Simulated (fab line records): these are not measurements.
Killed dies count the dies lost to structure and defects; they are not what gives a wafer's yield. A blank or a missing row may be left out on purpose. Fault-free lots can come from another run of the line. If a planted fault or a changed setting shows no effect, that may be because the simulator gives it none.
Shared-tool check ; flow sky130 ; Lots sampled 12, wafers sampled 36

WHY THIS WAS OPENED
At SKY_VT_ADJUST_NCORE_TW_MEAS_11 the reading VT_ADJUST_NCORE_TW is flagged on 2 of 12 lots. Wafers without a fault read 218.8, standard deviation 1.5.
Rule: a lot gets a flag if all its wafers with a number sit over 4 standard deviations from that mean, or if no wafer of it has a number. The rest of the lots are taken to be sound.

lot;measured;on;VT_ADJUST_NCORE_TW, wafer by wafer;flag
L466;day 8 11:53;filmMetro-01;217.7 218.4 218.9;
L468;day 9 11:05;filmMetro-01;219.5 219.1 219.3;
L469;day 9 21:42;filmMetro-01;220.5 220.9 219.5;
L474;day 10 22:00;filmMetro-03;220.7 221.9 220.3;
L475;day 11 10:56;filmMetro-01;216.7 216.0 218.4;
L476;day 11 19:39;filmMetro-02;218.1 218.8 217.5;
L477;day 11 20:05;filmMetro-02;217.3 217.2 215.9;
L484;day 14 16:17;filmMetro-01;205.8 205.2 206.0;FLAGGED
L485;day 15 05:28;filmMetro-01;204.3 204.8 204.2;FLAGGED
L487;day 15 08:05;filmMetro-03;220.6 220.8 220.9;
L488;day 15 13:23;filmMetro-03;220.7 220.7 220.7;
L489;day 15 18:49;filmMetro-03;220.6 220.2 220.6;
The numbers of the flagged lots are 205.1 on average: -13.8 against the usual, or -9 standard deviations.

LOT BY LOT: THE TOOL USED
2 process steps preceding the reading are held in the record, out of 708 steps in the route. In each cell: the tool, then ch and the chambers that the sampled wafers went through, then the start.
lot;flag;SKY_FIELD_ISO_ETCH_15;SKY_VT_ADJUST_NCORE_IMPLANT_09
L466;;rieDiel-03 ch 0,2,3, day 2 05:26;implanter-02 ch 0, day 8 11:38
L468;;rieDiel-02 ch 0,2, day 2 14:38;implanter-04 ch 0, day 9 10:50
L469;;rieDiel-03 ch 0,3, day 2 20:23;implanter-03 ch 0, day 9 21:29
L474;;rieDiel-02 ch 0,1, day 3 21:50;implanter-03 ch 0, day 10 21:46
L475;;rieDiel-03 ch 0,2,3, day 4 08:44;implanter-03 ch 0, day 11 10:43
L476;;rieDiel-02 ch 0,3, day 4 17:05;implanter-03 ch 0, day 11 19:26
L477;;rieDiel-01 ch 0,3, day 4 17:15;implanter-02 ch 0, day 11 19:50
L484;FLAGGED;rieDiel-02 ch 0,1,3, day 6 02:41;implanter-03 ch 0, day 14 16:02
L485;FLAGGED;rieDiel-02 ch 0,2,3, day 6 14:03;implanter-03 ch 0, day 15 05:13
L487;;rieDiel-02 ch 0,1,3, day 7 00:47;implanter-04 ch 0, day 15 07:53
L488;;rieDiel-01 ch 0,2,3, day 7 00:57;implanter-04 ch 0, day 15 13:08
L489;;rieDiel-03 ch 1,2, day 7 06:30;implanter-04 ch 0, day 15 18:35
What these steps do:
- SKY_FIELD_ISO_ETCH_15: etches the open film in CHF3/O2, stops on Si, target depth 180 nm, time 72 s.
- SKY_VT_ADJUST_NCORE_IMPLANT_09
- SKY_VT_ADJUST_NCORE_TW_MEAS_11

FLAGGED AGAINST TOTAL, ONE TOOL AT A TIME (gauges that did the reading follow at the end)
step;tool;lots run;flagged;share of the flagged lots;sound lots run after its first flagged lot
SKY_FIELD_ISO_ETCH_15;rieDiel-01;2;0;none;-
SKY_FIELD_ISO_ETCH_15;rieDiel-02;6;2;all;1 (L487)
SKY_FIELD_ISO_ETCH_15;rieDiel-03;4;0;none;-
SKY_VT_ADJUST_NCORE_IMPLANT_09;implanter-02;2;0;none;-
SKY_VT_ADJUST_NCORE_IMPLANT_09;implanter-03;6;2;all;0
SKY_VT_ADJUST_NCORE_IMPLANT_09;implanter-04;4;0;none;-
SKY_VT_ADJUST_NCORE_TW_MEAS_11;filmMetro-01;6;2;all;0
SKY_VT_ADJUST_NCORE_TW_MEAS_11;filmMetro-02;2;0;none;-
SKY_VT_ADJUST_NCORE_TW_MEAS_11;filmMetro-03;4;0;none;-

WHAT THE TABLE ALLOWS
All flagged lots were run by 3 table rows, namely rieDiel-02 at SKY_FIELD_ISO_ETCH_15, implanter-03 at SKY_VT_ADJUST_NCORE_IMPLANT_09, filmMetro-01 at SKY_VT_ADJUST_NCORE_TW_MEAS_11.
- rieDiel-02 at SKY_FIELD_ISO_ETCH_15 ran 6 lots, 2 of them flagged. Lots that were sound ran on it after the first flagged one (L487); a persistent fault on the entire tool would not allow that.
- implanter-03 at SKY_VT_ADJUST_NCORE_IMPLANT_09 ran 6 lots, 2 of them flagged. A fault beginning between L476 (day 11 19:26), its last sound lot, and L484 (day 14 16:02), its first flagged one, fits the data. Its own readings lie more than 4 standard deviations out on every wafer of the flagged lots: beamEnergyKeV.
- filmMetro-01 at SKY_VT_ADJUST_NCORE_TW_MEAS_11 ran 6 lots, 2 of them flagged. A fault beginning between L475 (day 11 10:56), its last sound lot, and L484 (day 14 16:17), its first flagged one, fits the data.
These 2 tools cannot be told apart by counting lots, since each of them fits a fault that started at some hour. More lots, or a look at what each step does to the wafer, might.

WHAT THE SIMULATOR HAD PUT IN
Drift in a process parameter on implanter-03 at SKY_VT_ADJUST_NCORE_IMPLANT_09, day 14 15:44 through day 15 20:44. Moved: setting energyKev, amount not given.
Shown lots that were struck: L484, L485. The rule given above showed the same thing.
